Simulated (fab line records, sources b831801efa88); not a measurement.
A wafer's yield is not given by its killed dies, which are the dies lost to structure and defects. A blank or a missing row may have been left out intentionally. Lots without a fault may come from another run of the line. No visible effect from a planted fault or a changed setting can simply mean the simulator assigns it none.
fab line records	flow sky130
record: lots: 6	wafers: 18	last_day: 50
route steps=708 shown CAP2M@604 PAD_OPEN@708
lots that met no fault: taken from a fault-free run of the same line
start_h: the number of hours between the record's first day and the start of the first shown wafer of the lot	wait_h: hours elapsed since this lot's preceding step	" unchanged from the row above	L1.1+2: one row covering several wafers at once	- either no value or no given start	* or withheld: withheld	< > ~ a bound
route shown NAME@n: NAME is a module with steps in the file, n the number in the route of the first one	usual: average and standard deviation across the fault-free wafers	same: alike in all rows	chamber/n: place in a boat	sites: each site's reading	_std_site: standard deviation of those values	_edge_site: the outer-site mean with the inner-site mean subtracted	radius_mm: how far each site lies from the wafer's centre	mask NAME#n: copy n	behind: the tool/chamber that last shaped the wafer	hold: why the lot was held/for how many hours/how that ended	device: names the non-switching transistor (n, p or np)	end of line: the same wafers' tests at the end of the route	a step with no rows: only its recipe	killed: dies that structure and defects cost at the first sort, which is not the same as the wafer's yield	map: per-die view of a wafer (x killed, . not killed, _ where there is no die)
set.NAME: the setting the step ran with; set.NAME@STEP: the setting that earlier step ran with	model.NAME: the simulator's own value behind a step, which no gauge read
a table for each step, a row for each wafer; lots at some steps of the route
services: the hour from which a tool's chamber was out of use, counted from the record's first day as start_h (under 0 if before that day), plus the number of hours and why
== steps ==
step: SKY_CAP2M_THK_MEAS_01
recipe: reads: SiO2_of_CAP2M_CVD_00
usual: CAP2M_CVD_00_THK: 15.41/0.23
lot.wafer	tool	chamber	start_h	wait_h	CAP2M_CVD_00_THK[nm]
L211.1	film_metro-02	-	911.58	-	15.31
L211.3	"	-	"	"	15.42
L211.5	"	-	"	"	15.55
L219.3	film_metro-04	-	978.85	-	15.17
L219.4	"	-	"	"	15.71
L219.6	"	-	"	"	15.94
L228.1	film_metro-02	-	1053.25	-	15.57
L228.2	"	-	"	"	15.43
L228.3	"	-	"	"	15.49
L230.3	film_metro-01	-	1058.21	-	14.93
L230.4	"	-	"	"	15.53
L230.5	"	-	"	"	15.64
L233.2	film_metro-01	-	1069.69	-	15.31
L233.3	"	-	"	"	15.42
L233.5	"	-	"	"	15.70
L234.1	film_metro-01	-	1081.88	-	15.50
L234.3	"	-	"	"	15.10
L234.4	"	-	"	"	15.92
step: SKY_CAP2M_SPUTTER_02
recipe: material: TiN	target_thk_nm: 200	temp_c: 300	power_w: 6500	time_s: 166.7	chamber_pressure_pa: 0.4
usual: throttle_valve_pct: 30.6/1.4
lot.wafer	tool	chamber	start_h	wait_h	throttle_valve_pct
L211.1	pvd_sputter-01	-	911.64	0.1	32.9
L211.3	"	-	"	"	30.0
L211.5	"	-	"	"	30.4
L219.3	pvd_sputter-01	-	978.89	0.0	30.5
L219.4	"	-	"	"	30.7
L219.6	"	-	"	"	30.0
L228.1	pvd_sputter-03	-	1053.31	0.1	32.9
L228.2	"	-	"	"	30.2
L228.3	"	-	"	"	29.5
L230.3	pvd_sputter-01	-	1058.25	0.0	30.2
L230.4	"	-	"	"	30.1
L230.5	"	-	"	"	30.4
L233.2	pvd_sputter-01	-	1069.74	0.0	33.0
L233.3	"	-	"	"	30.5
L233.5	"	-	"	"	32.9
L234.1	pvd_sputter-02	-	1081.94	0.1	29.2
L234.3	"	-	"	"	27.6
L234.4	"	-	"	"	29.3
step: SKY_CAP2M_RS_MEAS_03
recipe: thk_meas_gauge: four-point-probe	reads: TiN_of_CAP2M_SPUTTER_02
usual: CAP2M_TIN_RS: 6.94/0.072
lot.wafer	tool	chamber	start_h	wait_h	CAP2M_TIN_RS[ohm/sq]
L211.1	film_metro-04	-	911.74	0.1	6.90
L211.3	"	-	"	"	6.95
L211.5	"	-	"	"	6.94
L219.3	film_metro-02	-	979.04	0.1	7.07
L219.4	"	-	"	"	7.09
L219.6	"	-	"	"	7.04
L228.1	film_metro-04	-	1053.43	0.1	7.04
L228.2	"	-	"	"	6.88
L228.3	"	-	"	"	6.90
L230.3	film_metro-02	-	1058.40	0.1	6.95
L230.4	"	-	"	"	6.85
L230.5	"	-	"	"	6.92
L233.2	film_metro-02	-	1069.86	0.1	6.86
L233.3	"	-	"	"	6.84
L233.5	"	-	"	"	6.87
L234.1	film_metro-04	-	1082.05	0.1	7.01
L234.3	"	-	"	"	6.96
L234.4	"	-	"	"	6.87
step: SKY_CAP2M_THK_MEAS_04
recipe: thk_meas_gauge: xrf	reads: TiN_of_CAP2M_SPUTTER_02
usual: CAP2M_TIN_THK: 200.8/2.4
lot.wafer	tool	chamber	start_h	wait_h	CAP2M_TIN_THK[nm]
L211.1	film_metro-04	-	911.86	0.1	202.4
L211.3	"	-	"	"	200.8
L211.5	"	-	"	"	200.2
L219.3	film_metro-02	-	979.14	0.1	196.8
L219.4	"	-	"	"	196.3
L219.6	"	-	"	"	198.1
L228.1	film_metro-04	-	1053.55	0.1	196.3
L228.2	"	-	"	"	200.5
L228.3	"	-	"	"	200.7
L230.3	film_metro-02	-	1058.50	0.1	200.8
L230.4	"	-	"	"	203.3
L230.5	"	-	"	"	200.2
L233.2	film_metro-02	-	1069.97	0.1	201.6
L233.3	"	-	"	"	203.0
L233.5	"	-	"	"	202.7
L234.1	film_metro-04	-	1082.17	0.1	198.6
L234.3	"	-	"	"	200.0
L234.4	"	-	"	"	202.2
step: SKY_CAP2M_DEHYDRATE_05
recipe: temp_c: 200	time_s: 60
step: SKY_CAP2M_HMDS_06
recipe: prime_time_s: 60	prime_temp_c: 120
step: SKY_CAP2M_COAT_07
recipe: resist: NOVOLAK	spin_rpm: 3000	resist_thk_nm: 1140
step: SKY_CAP2M_SOFTBAKE_08
recipe: temp_c: 90	time_s: 60	resist: NOVOLAK
step: SKY_CAP2M_EXPOSE_09
recipe: mask_id: CAP2M	na: 0.6	source_shape: conventional	sigma_outer: 0.6	polarization: unpolarized	target_cd_nm: 1000	dose_mj: 159
step: SKY_CAP2M_PEB_10
recipe: temp_c: withheld	time_s: *	resist: NOVOLAK
step: SKY_CAP2M_DEVELOP_11
recipe: resist: NOVOLAK	developer: TMAH	develop_time_s: 60	dev_temp_c: 23
step: SKY_CAP2M_OVL_MEAS_12
usual: CAP2M_OVL: -0.4/1.3
lot.wafer	tool	chamber	start_h	wait_h	CAP2M_OVL[nm]
L211.1	overlay-02	-	935.24	0.1	-1.2
L211.3	"	-	"	"	-1.2
L211.5	"	-	"	"	-0.9
L219.3	overlay-01	-	1002.55	0.1	0.6
L219.4	"	-	"	"	0.4
L219.6	"	-	"	"	0.7
L228.1	overlay-02	-	1073.74	0.1	-1.5
L228.2	"	-	"	"	-0.4
L228.3	"	-	"	"	-1.5
L230.3	overlay-02	-	1078.65	0.1	-1.2
L230.4	"	-	"	"	-1.2
L230.5	"	-	"	"	-0.8
L233.2	overlay-02	-	1089.89	0.1	-0.3
L233.3	"	-	"	"	-0.2
L233.5	"	-	"	"	0.1
L234.1	overlay-02	-	1101.64	0.1	1.2
L234.3	"	-	"	"	1.5
L234.4	"	-	"	"	-1.4
step: SKY_CAP2M_METAL_ETCH_13
recipe: target_depth_nm: 220	stop_on: SiO2	chemistry: Cl2/BCl3	target: TiN	pressure_mtorr: 10	icp_w: 900	bias_w: 48.5	Cl2_flow_sccm: 60	bcl3_flow_sccm: 30	time_s: 62.9
usual: drypump_motor_current_A: 5.8/0.43	oes_product_au: 0.940/0.0071	rf_fwd_power_W: 893/3.1	throttle_valve_pct: 21.903/0.01
lot.wafer	tool	chamber	start_h	wait_h	drypump_motor_current_A	oes_product_au	rf_fwd_power_W	rf_hours_counter_h	throttle_valve_pct	model.CAP2M.feature_depth_nm	model.etch.depth_nm	model.NOVOLAK_of_CAP2M_COAT_07.thk_nm
L211.1	rie_metal-01	1	935.27	0.0	5.7	0.939	895	17	21.890	200.3	200.3	986
L211.3	"	0	"	"	5.6	0.939	894	-	21.908	198.9	198.9	989.4
L211.5	"	1	"	"	5.7	0.940	894	-	21.903	199	199	987.3
L219.3	rie_metal-04	1	1002.60	0.0	5.1	0.936	893	-	21.920	195.9	195.9	988.8
L219.4	"	0	"	"	6.4	0.927	897	-	21.920	195.4	195.4	989.7
L219.6	"	1	"	"	5.1	0.934	890	-	21.917	196.8	196.8	990.6
L228.1	rie_metal-04	1	1073.77	0.0	5.1	0.743	893	16	22.036	126.3	126.3	1054
L228.2	"	0	"	"	6.5	0.941	892	17	21.888	200.6	200.6	990.6
L228.3	"	0	"	"	6.5	0.945	893	-	21.901	200.4	200.4	990.3
L230.3	rie_metal-04	1	1078.70	0.0	5.1	0.739	898	-	22.031	125.1	125.1	1059
L230.4	"	0	"	"	6.5	0.949	891	-	21.896	202.2	202.2	995
L230.5	"	0	"	"	6.5	0.941	893	-	21.902	200	200	997.4
L233.2	rie_metal-03	0	1089.92	0.0	6.0	0.945	901	14	21.902	201.6	201.6	988.2
L233.3	"	0	"	"	6.0	0.950	894	-	21.908	202.3	202.3	990.9
L233.5	"	1	"	"	5.6	0.938	889	-	21.893	200.9	200.9	994.1
L234.1	rie_metal-01	1	1101.68	0.0	5.7	0.928	892	5	21.901	197.7	197.7	992
L234.3	"	0	"	"	5.6	0.936	895	-	21.909	198.6	198.6	988.4
L234.4	"	1	"	"	5.7	0.943	892	-	21.892	201.1	201.1	990.6
step: SKY_CAP2M_STRIP_14
recipe: chemistry: O2/N2	power_w: 1400	pressure_mtorr: 1500	platen_temp_c: withheld	o2_flow_sccm: 3000	n2_flow_sccm: 300	overash_fraction: 0.5
usual: drypump_motor_current_A: 5.5/0.41	oes_product_au: 0.710/0.0045	strip_time_to_endpoint_s: 12.66/0.038
lot.wafer	tool	chamber	start_h	wait_h	drypump_motor_current_A	oes_product_au	rf_hours_counter_h	strip_time_to_endpoint_s
L211.1	plasma_asher-04	1	935.35	0.1	5.2	0.709	19	12.58
L211.3	"	1	"	"	5.2	0.706	-	12.61
L211.5	"	0	"	"	6.3	0.713	-	12.58
L219.3	plasma_asher-02	1	1002.68	0.1	5.1	0.712	-	12.59
L219.4	"	0	"	"	5.6	0.703	-	12.62
L219.6	"	0	"	"	5.6	0.715	-	12.62
L228.1	plasma_asher-01	1	1073.85	0.1	5.8	0.710	1	13.26
L228.2	"	0	"	"	5.5	0.714	1	12.62
L228.3	"	0	"	"	5.4	0.710	-	12.62
L230.3	plasma_asher-02	0	1078.78	0.1	5.6	0.720	-	13.32
L230.4	"	1	"	"	5.1	0.711	-	12.68
L230.5	"	1	"	"	5.1	0.711	-	12.71
L233.2	plasma_asher-02	1	1090.00	0.1	5.1	0.706	65	12.60
L233.3	"	0	"	"	5.6	0.699	-	12.63
L233.5	"	0	"	"	5.6	0.717	-	12.67
L234.1	plasma_asher-01	1	1101.76	0.1	5.8	0.709	4	12.65
L234.3	"	0	"	"	5.4	0.705	-	12.58
L234.4	"	1	"	"	5.8	0.710	-	12.63
step: SKY_CAP2M_STRIP_15
recipe: chemistry: post_etch_residue_remover	time_s: 1200	temp_c: 72.5
step: SKY_PAD_OPEN_PROBE_99
usual: defect_limited_yield: 82.6/1.8	killed_at_M0_to_M3: 44/6.5	killed_at_M4_up: 3.3/1.9	killed_at_contacts: 23/4.7	killed_at_front_end: 15/4.5	killed_at_other: 0.2/0.52	killed_dies: 86/8.9	killed_on_rim: 17/3.7	killed_open: 47/6.8	killed_short: 39/6.1	sort_bin_3_pad_short: 0.8/0.44	sort_bin_5_function: 10.3/1.4	sort_bin_6_memory: 6.3/1.1	sort_n_pass: 406/8.9	sort_yield_pct: 82.6/1.8
same: gross_dies: 492	killed_at_back_side: 0	sort_bin_4_leakage[%]: 0	sort_bin_8_speed[%]: 0
lot.wafer	tool	chamber	start_h	wait_h	defect_limited_yield[%]	killed_at_M0_to_M3	killed_at_M4_up	killed_at_contacts	killed_at_front_end	killed_at_other	killed_dies	killed_on_rim	killed_open	killed_short	sort_bin_3_pad_short[%]	sort_bin_5_function[%]	sort_bin_6_memory[%]	sort_n_pass	sort_yield_pct[%]
L211.1	prober-01	-	1057.63	0.1	80.7	52	5	14	24	0	95	20	45	50	0.6	12.2	6.5	397	80.7
L211.3	prober-01	-	1057.73	0.2	82.3	50	1	25	10	1	87	16	38	49	0.8	12.6	4.3	405	82.3
L211.5	prober-01	-	1057.83	0.2	79.7	51	6	20	23	0	100	19	43	57	0.8	11.8	7.7	392	79.7
L219.3	prober-01	-	1114.66	0.2	84.6	42	3	22	9	0	76	11	42	34	1.8	8.9	4.7	416	84.6
L219.4	prober-01	-	1114.71	0.2	85.6	42	3	16	9	1	71	9	39	32	0.4	7.7	6.3	421	85.6
L219.6	prober-01	-	1114.81	0.2	83.7	39	3	20	18	0	80	15	53	27	0.6	8.1	7.5	412	83.7
L228.1	prober-02	-	1174.67	0.1	0	46	2	21	17	406	492	96	50	36	83.7	10.8	5.5	0	0
L230.3	prober-01	-	1180.47	0.2	0	33	0	15	24	420	492	96	42	30	86.2	10.2	3.7	0	0
L233.2	prober-02	-	1185.76	0.1	81.5	55	4	20	12	0	91	17	49	42	0.6	9.8	8.1	401	81.5
L233.3	prober-02	-	1185.81	0.2	81.5	49	2	21	18	1	91	21	47	44	0.6	10.6	7.3	401	81.5
L233.5	prober-02	-	1185.91	0.2	82.7	41	4	23	17	0	85	12	43	42	0.2	11.2	5.9	407	82.7
killed by level:class
L211.1 VIA1:geometric_particle:open=15 VIA1:geometric_particle:short=10 METAL2:geometric_particle:short=6 POLY_GATE:geometric_particle:short=5 POLY_GATE:geometric_particle:open=5 VIA3:geometric_particle:open=5 LOCAL_INTERCONNECT:geometric_particle:short=5 VIA2:geometric_particle:open=5
L211.3 VIA1:geometric_particle:open=10 LI_CONTACT:geometric_particle:open=8 VIA1:geometric_particle:short=8 VIA2:geometric_particle:short=6 VIA2:geometric_particle:open=6 VIA3:geometric_particle:short=5 LOCAL_INTERCONNECT:geometric_particle:short=5 CONTACT:geometric_particle:short=5
L211.5 FIELD_ISO:geometric_particle:short=10 VIA1:geometric_particle:short=10 VIA1:geometric_particle:open=10 VIA3:geometric_particle:open=8 METAL1:geometric_particle:short=7 CONTACT:geometric_particle:open=7 FIELD_ISO:geometric_particle:open=6 METAL4:geometric_particle:short=6
L219.3 VIA1:geometric_particle:open=10 VIA3:geometric_particle:open=8 CONTACT:geometric_particle:open=7 VIA3:geometric_particle:short=7 LOCAL_INTERCONNECT:geometric_particle:short=5 LI_CONTACT:geometric_particle:open=4 METAL1:geometric_particle:short=4 VIA2:geometric_particle:open=4
L219.4 VIA3:geometric_particle:open=10 CONTACT:geometric_particle:open=7 METAL2:geometric_particle:short=7 VIA2:geometric_particle:open=7 LOCAL_INTERCONNECT:geometric_particle:short=4 FIELD_ISO:geometric_particle:short=3 LI_CONTACT:geometric_particle:open=3 METAL1:geometric_particle:short=3
L219.6 VIA2:geometric_particle:open=9 VIA1:geometric_particle:open=8 POLY_GATE:geometric_particle:short=7 LI_CONTACT:geometric_particle:open=7 VIA3:geometric_particle:open=7 FIELD_ISO:geometric_particle:open=5 LOCAL_INTERCONNECT:geometric_particle:short=5 CONTACT:geometric_particle:open=5
L228.1 CAP2M:area_etch=406 VIA1:geometric_particle:open=9 VIA2:geometric_particle:open=9 VIA3:geometric_particle:open=7 VIA1:geometric_particle:short=7 CONTACT:geometric_particle:open=6 LI_CONTACT:geometric_particle:short=5 LI_CONTACT:geometric_particle:open=5
L230.3 CAP2M:area_etch=420 VIA1:geometric_particle:open=10 FIELD_ISO:geometric_particle:open=7 FIELD_ISO:geometric_particle:short=6 VIA1:geometric_particle:short=5 LI_CONTACT:geometric_particle:open=5 CONTACT:geometric_particle:open=5 POLY_GATE:geometric_particle:short=4
L233.2 VIA1:geometric_particle:open=12 METAL1:geometric_particle:short=10 VIA2:geometric_particle:open=8 CONTACT:geometric_particle:open=7 VIA1:geometric_particle:short=6 LI_CONTACT:geometric_particle:open=5 CONTACT:geometric_particle:short=5 VIA3:geometric_particle:open=5
L233.3 METAL1:geometric_particle:short=10 LI_CONTACT:geometric_particle:open=8 VIA1:geometric_particle:open=7 CONTACT:geometric_particle:open=7 VIA2:geometric_particle:open=6 VIA1:geometric_particle:short=6 POLY_GATE:geometric_particle:open=5 VIA3:geometric_particle:open=5
L233.5 VIA3:geometric_particle:open=9 CONTACT:geometric_particle:open=7 METAL2:geometric_particle:short=7 VIA2:geometric_particle:open=7 LOCAL_INTERCONNECT:geometric_particle:short=6 VIA1:geometric_particle:open=5 CONTACT:geometric_particle:short=5 POLY_GATE:geometric_particle:open=4
map L228.1 (x killed, . not)
__________xxxxxxxxxx_________
________xxxxxxxxxxxxxx_______
______xxxxxxxxxxxxxxxxxx_____
_____xxxxxxxxxxxxxxxxxxxx____
____xxxxxxxxxxxxxxxxxxxxxx___
___xxxxxxxxxxxxxxxxxxxxxxxx__
__xxxxxxxxxxxxxxxxxxxxxxxxxx_
_xxxxxxxxxxxxxxxxxxxxxxxxxxxx
_xxxxxxxxxxxxxxxxxxxxxxxxxxxx
_xxxxxxxxxxxxxxxxxxxxxxxxxxxx
_xxxxxxxxxxxxxxxxxxxxxxxxxxxx
_xxxxxxxxxxxxxxxxxxxxxxxxxxxx
_xxxxxxxxxxxxxxxxxxxxxxxxxxxx
_xxxxxxxxxxxxxxxxxxxxxxxxxxxx
_xxxxxxxxxxxxxxxxxxxxxxxxxxxx
__xxxxxxxxxxxxxxxxxxxxxxxxxx_
___xxxxxxxxxxxxxxxxxxxxxxxx__
____xxxxxxxxxxxxxxxxxxxxxx___
_____xxxxxxxxxxxxxxxxxxxx____
______xxxxxxxxxxxxxxxxxx_____
________xxxxxxxxxxxxxx_______
__________xxxxxxxxxx_________
map L230.3 (x killed, . not)
__________xxxxxxxxxx_________
________xxxxxxxxxxxxxx_______
______xxxxxxxxxxxxxxxxxx_____
_____xxxxxxxxxxxxxxxxxxxx____
____xxxxxxxxxxxxxxxxxxxxxx___
___xxxxxxxxxxxxxxxxxxxxxxxx__
__xxxxxxxxxxxxxxxxxxxxxxxxxx_
_xxxxxxxxxxxxxxxxxxxxxxxxxxxx
_xxxxxxxxxxxxxxxxxxxxxxxxxxxx
_xxxxxxxxxxxxxxxxxxxxxxxxxxxx
_xxxxxxxxxxxxxxxxxxxxxxxxxxxx
_xxxxxxxxxxxxxxxxxxxxxxxxxxxx
_xxxxxxxxxxxxxxxxxxxxxxxxxxxx
_xxxxxxxxxxxxxxxxxxxxxxxxxxxx
_xxxxxxxxxxxxxxxxxxxxxxxxxxxx
__xxxxxxxxxxxxxxxxxxxxxxxxxx_
___xxxxxxxxxxxxxxxxxxxxxxxx__
____xxxxxxxxxxxxxxxxxxxxxx___
_____xxxxxxxxxxxxxxxxxxxx____
______xxxxxxxxxxxxxxxxxx_____
________xxxxxxxxxxxxxx_______
__________xxxxxxxxxx_________
== services ==
tool	chamber	start_h	hours	kind
rie_metal-01	1	923.62	8.6	repair
pvd_sputter-01	3	931.40	-	consumable_replace:kit
pvd_sputter-01	3	931.40	18.0	scheduled_down
pvd_sputter-01	3	931.40	18.0	vent_cycle
plasma_asher-01	-	954.32	1.4	repair
rie_metal-04	1	1002.82	45.7	repair
rie_metal-01	1	1004.00	-	clean
rie_metal-01	1	1004.00	24.1	scheduled_down
rie_metal-01	1	1004.00	24.1	vent_cycle
plasma_asher-02	-	1043.21	0.8	repair
rie_metal-04	-	1044.53	14.6	pm
plasma_asher-04	-	1047.59	4.3	pm
rie_metal-01	1	1048.37	3.6	repair
plasma_asher-01	-	1049.84	0.6	repair
rie_metal-03	-	1052.25	0.3	repair
plasma_asher-01	-	1055.25	9.0	pm
plasma_asher-01	0	1055.25	9.0	vent_cycle
plasma_asher-01	1	1055.25	9.0	vent_cycle
pvd_sputter-01	2	1060.65	-	consumable_replace:kit
pvd_sputter-01	2	1060.65	18.0	scheduled_down
pvd_sputter-01	2	1060.65	18.0	vent_cycle
pvd_sputter-01	-	1080.86	4.2	repair
pvd_sputter-03	-	1081.23	49.6	repair
rie_metal-03	-	1086.03	0.8	repair
== key ==
first_sign: step: SKY_CAP2M_METAL_ETCH_13	reading: oes_product_au	direction: down	sigmas: 28	usual: 0.940	struck: 0.741
effect: step: SKY_CAP2M_METAL_ETCH_13	reading: throttle_valve_pct	direction: up	sigmas: 13	usual: 21.903	struck: 22.033
effect: step: SKY_CAP2M_STRIP_14	reading: strip_time_to_endpoint_s	direction: up	sigmas: 16	usual: *	struck: *
effect: step: SKY_PAD_OPEN_PROBE_99	reading: killed_at_other	direction: up	sigmas: 99+	usual: 0.2	struck: 413
model_effect: step: SKY_CAP2M_METAL_ETCH_13	value: CAP2M.feature_depth_nm	without: 197.9	struck: 125.7
more_kills_born_at: SKY_CAP2M_METAL_ETCH_13@rie_metal-04: 826
met_at SKY_CAP2M_METAL_ETCH_13
struck_wafers L228.1,L230.3
later_rows_left_out L228.1,L230.3
onset_between 1002.60 1073.77
fault: kind: process_parameter_drift	tool: rie_metal-04	chamber: 1	onset_h: 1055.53	steps: SKY_CAP2M_METAL_ETCH_13	channel: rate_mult	offset: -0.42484	shape: step	end_h: 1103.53
later_rows_left_out: the simulator's readings of these wafers behind a module that went badly wrong aren't trusted and aren't shown, but for the sort
